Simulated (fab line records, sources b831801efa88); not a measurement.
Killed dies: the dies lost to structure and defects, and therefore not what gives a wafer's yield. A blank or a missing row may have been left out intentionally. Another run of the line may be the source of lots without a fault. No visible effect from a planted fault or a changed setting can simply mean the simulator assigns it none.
One fault seen from 2 desks || flow gf180mcu || what lay behind the numbers comes last; until then each desk has only its own

## THE METROLOGY DESK
What the gauges read for every lot (on any tool): the sampled wafers with a number, averaged. A lot is out of limits, marked OUT, if its mean lies more than 4 standard deviations from the usual mean; the brackets give that distance.
Columns: A = cdNm at GF_V3_CD_MEAS_14, usual 260.3 nm
{"lot": "L713", "first seen here": "day 22 02:41", "A": 259.9}
{"lot": "L714", "first seen here": "day 22 15:10", "A": 261.0}
{"lot": "L715", "first seen here": "day 22 17:21", "A": 258.8}
{"lot": "L720", "first seen here": "day 24 18:38", "A": 260.4}
{"lot": "L719", "first seen here": "day 24 20:16", "A": 259.2}
{"lot": "L723", "first seen here": "day 25 18:59", "A": 260.2}
{"lot": "L724", "first seen here": "day 26 09:31", "A": 261.9}
{"lot": "L726", "first seen here": "day 27 08:40", "A": 261.1}
{"lot": "L730", "first seen here": "day 28 10:19", "A": 260.7}
{"lot": "L731", "first seen here": "day 28 13:12", "A": 259.1}
{"lot": "L732", "first seen here": "day 29 03:22", "A": 260.2}
{"lot": "L733", "first seen here": "day 29 04:20", "A": 262.3}
{"lot": "L734", "first seen here": "day 29 11:32", "A": 257.8}
{"lot": "L736", "first seen here": "day 30 00:50", "A": 258.2}
This desk's finding: nothing out of limits on any of the 14 lots.

## DESK OF THE TOOL OWNER: lithoTrack-02
The tool's own readings at GF_STI_DEVELOP_11 (develop time 60 s): means of the sampled wafers that have a number, for each lot that ran on this tool. A lot is out of limits, marked OUT, if its mean lies more than 4 standard deviations from the usual mean; the brackets give that distance.
Columns: A = developerTempC at GF_STI_DEVELOP_11, usual 21.00 C
{"lot": "L713", "first seen here": "day 2 01:45", "A": 21.17}
{"lot": "L715", "first seen here": "day 2 11:20", "A": 21.02}
{"lot": "L720", "first seen here": "day 3 12:44", "A": 21.08}
{"lot": "L723", "first seen here": "day 4 05:17", "A": "21.70 (+5.9) OUT"}
{"lot": "L724", "first seen here": "day 4 09:54", "A": "21.88 (+7.4) OUT"}
This desk's verdict: out of limits on L723, L724, starting with L723 at day 4 05:17 (developerTempC at GF_STI_DEVELOP_11). Within limits: L713, L715, L720.

## ALL TOGETHER
The tool owner's desk could have raised an alarm at day 4 05:17, on L723, L724.
From the metrology desk's view, nothing was out of limits.
The metrology desk has L723, L724 on record, within its limits.
Of the lots named, all ran GF_STI_DEVELOP_11 on lithoTrack-02.

## WHAT THE SIMULATOR HAD INSERTED
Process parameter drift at GF_STI_DEVELOP_11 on lithoTrack-02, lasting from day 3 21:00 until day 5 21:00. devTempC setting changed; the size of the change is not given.
Shown lots that were struck: L723, L724.
Time in hours from fault onset to the first out-of-limits reading at each desk: the tool owner's desk, 8.
